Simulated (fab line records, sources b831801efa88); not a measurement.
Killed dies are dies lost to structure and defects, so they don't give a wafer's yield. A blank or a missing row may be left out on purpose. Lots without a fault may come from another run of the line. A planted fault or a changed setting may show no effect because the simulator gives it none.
One fault seen from 2 desks | flow sky130 | each desk has only its own numbers; what lay behind them comes last

THE METROLOGY DESK
What the gauges read, lot by lot, whatever tool the lot ran on: means of the sampled wafers that have a number. A lot is out of limits, marked OUT, if its mean lies more than 4 standard deviations from the usual mean; the brackets give that distance.
Columns: A = CAPM_TIN_RS at SKY_CAPM_RS_MEAS_03, usual 6.95 ohm/sq; B = CAPM_TIN_THK at SKY_CAPM_THK_MEAS_04, usual 197.0 nm; C = CAPM_OVL at SKY_CAPM_OVL_MEAS_12, usual 1.1 nm
lot  | first seen here | A              | B                | C
L477 | day 37 00:53    | 7.02           | 194.7            | 1.3
L481 | day 37 19:04    | 6.88           | 198.2            | 2.5
L482 | day 38 00:10    | 6.94           | 198.3            | 1.4
L484 | day 38 13:54    | 6.94           | 198.0            | -1.7
L485 | day 38 18:56    | 6.91           | 197.7            | 1.3
L486 | day 39 06:10    | 6.96           | 196.1            | 0.0
L487 | day 39 15:00    | 6.98           | 195.5            | 4.0
L488 | day 39 23:42    | 8.13 (+14) OUT | 181.6 (-5.9) OUT | 1.1
L489 | day 40 01:44    | 7.00           | 196.2            | -0.4
L492 | day 40 19:01    | 8.17 (+14) OUT | 180.4 (-6.4) OUT | 1.2
L493 | day 41 05:56    | 6.96           | 195.7            | 1.3
L497 | day 42 09:01    | 7.06           | 194.5            | 2.0
L498 | day 42 16:00    | 6.97           | 197.0            | 1.7
L500 | day 43 00:08    | 7.05           | 193.8            | 1.4
This desk's finding: out of limits on L488, L492; first on L488, day 39 23:42 (CAPM_TIN_RS at SKY_CAPM_RS_MEAS_03). In limits: L477, L481, L482, L484, L485, L486, L487, L489, L493, L497, L498, L500.

THE TOOL OWNER'S DESK: pvd_sputter-01
The tool's own readings at SKY_CAPM_SPUTTER_02 (material TiN, target thk 200 nm, time 166.7 s): means of the sampled wafers that have a number, for each lot that ran on this tool. A lot is out of limits, marked OUT, if its mean lies more than 4 standard deviations from the usual mean; the brackets give that distance.
Columns: A = throttle_valve_pct at SKY_CAPM_SPUTTER_02, usual 30.1 %
lot  | first seen here | A
L477 | day 37 00:44    | 29.5
L481 | day 37 18:56    | 29.4
L482 | day 38 00:01    | 30.5
L485 | day 38 18:49    | 31.1
L486 | day 39 06:03    | 30.1
L488 | day 39 23:35    | 30.1
L492 | day 40 18:53    | 29.4
This desk's finding: nothing out of limits on any of the 7 lots.

PUT TOGETHER
The metrology desk could have raised an alarm at day 39 23:42, on L488, L492.
The tool owner's desk saw nothing out of limits.
The tool owner's desk has L488, L492 on record, within its limits.
Of the lots named, all ran SKY_CAPM_SPUTTER_02 on pvd_sputter-01.

WHAT THE SIMULATOR HAD PUT IN
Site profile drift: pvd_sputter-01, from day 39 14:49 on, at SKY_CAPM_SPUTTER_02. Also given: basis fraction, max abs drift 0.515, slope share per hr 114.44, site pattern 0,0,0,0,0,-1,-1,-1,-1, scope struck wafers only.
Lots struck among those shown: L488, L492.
Hours from the fault's start to each desk's first reading out of limits: the metrology desk, 9.
